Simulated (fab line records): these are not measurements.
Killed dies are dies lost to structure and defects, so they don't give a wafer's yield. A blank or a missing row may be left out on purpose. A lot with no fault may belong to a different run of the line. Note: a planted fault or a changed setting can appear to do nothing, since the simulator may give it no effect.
Problem report, 8D (eight disciplines) form, completed by code -- flow gf180mcu -- the parts of the form that need people (team, actions taken, sign-off) are left out

== 1. THE ISSUE ==
Wafers without a fault read 7.89 s, standard deviation 0.053; stripTimeToEndpointS at GF_M4_STRIP_17 reads a mean of 6.96 s on 4 wafers belonging to 2 lots. That is -17 standard deviations from the usual mean.
The step: strips in O2/N2.
Earliest sighting: wafer L496.2 on plasmaAsher-02 at day 28 14:50. The record holds 33 wafers of 11 lots with a number at this step. Rule for "out" (also "out of limits"): further than 4 standard deviations from the usual mean. The rest of the wafers with a number are treated as sound.

== 2. WHAT IT IS, WHAT IT ISN'T ==
question,is,is not
which readings at this step,"stripTimeToEndpointS, oesProductAu","drypumpMotorCurrentA, heaterPowerW, n2FlowSccm"
which lots,"L496, L499","L482, L483, L484, L485, L488, L490, L500, L502, L503"
which wafers of those lots,"L496.2, L496.4, L499.1, L499.4","L496.5, L499.5"
read on which tools,plasmaAsher-02,"plasmaAsher-01, plasmaAsher-03"
when,from day 28 14:50,"up to then (19 sound wafers); but 10 sound wafers of L499, L500, L502, L503 came after"

== 3. SUSPECTS, AND WHAT RULES EACH OUT ==
Counting: a tool at a process step up to the reading stays a suspect if it ran every lot that is out. Sound lots after the first of them don't rule it out here, since some wafers of a struck lot are sound.
- rieMetal-01 at GF_M4_METAL_ETCH_16 (etches the open film in Cl2/BCl3, stops on SiO2, target depth 627.5 nm, time 104.6 s): kept. Ran every lot that is out, first one L496 (day 28 14:44); last sound lot up to then L485 (day 25 04:03).
- plasmaAsher-02 at GF_M4_STRIP_17 (strips in O2/N2): kept. Ran every lot that is out, first one L496 (day 28 14:50); last sound lot up to then L490 (day 26 20:49). On those wafers its own readings are out: oesProductAu, stripTimeToEndpointS.
The count leaves plasmaAsher-02 at GF_M4_STRIP_17 and rieMetal-01 at GF_M4_METAL_ETCH_16.

== 4. THE CAUSE (what the simulator had put in) ==
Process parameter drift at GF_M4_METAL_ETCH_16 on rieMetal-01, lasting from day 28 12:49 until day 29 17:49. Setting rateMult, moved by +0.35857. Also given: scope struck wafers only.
Counting leaves 2 suspects; this tool is one of them.

== 5. THE EFFECT CHAIN, in route order ==
Each row: a reading whose mean over the struck wafers that have a number lies more than 3 standard deviations from the usual. Scope: only readings with a usual standard deviation given in the record; hours: median across lots of the time from each lot's start at the first step in this table that gives one to its start at this step; sigmas: change in usual standard deviations.
hours,step,reading,usual,on struck wafers,change,sigmas
0,GF_M4_STRIP_17,oesProductAu,0.558 a.u.,0.521,-0.037,-7.6
0,GF_M4_STRIP_17,stripTimeToEndpointS,7.89 s,6.96,-0.92,-17
It contains these process steps:
- GF_M4_STRIP_17: strips in O2/N2.
Later steps that measure or inspect, where all struck wafers having a row at the step show a number for every such reading and not one has moved that far: GF_V4_BOW_MEAS_05.

== 6. WHAT WOULD HAVE CAUGHT IT SOONER ==
In this record no reading fell out of limits until day 28 14:50, 2 hours after the fault had begun at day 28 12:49.
Of the tool readings at GF_M4_METAL_ETCH_16 for which the record gives a usual standard deviation, none was out on any struck wafer, so an alarm limit of 4 standard deviations on them would not have fired.
Of the lots that are out (2), L499 began GF_M4_METAL_ETCH_16 on rieMetal-01 after day 28 14:50. It would have been spared by a hold on the tool at that moment.
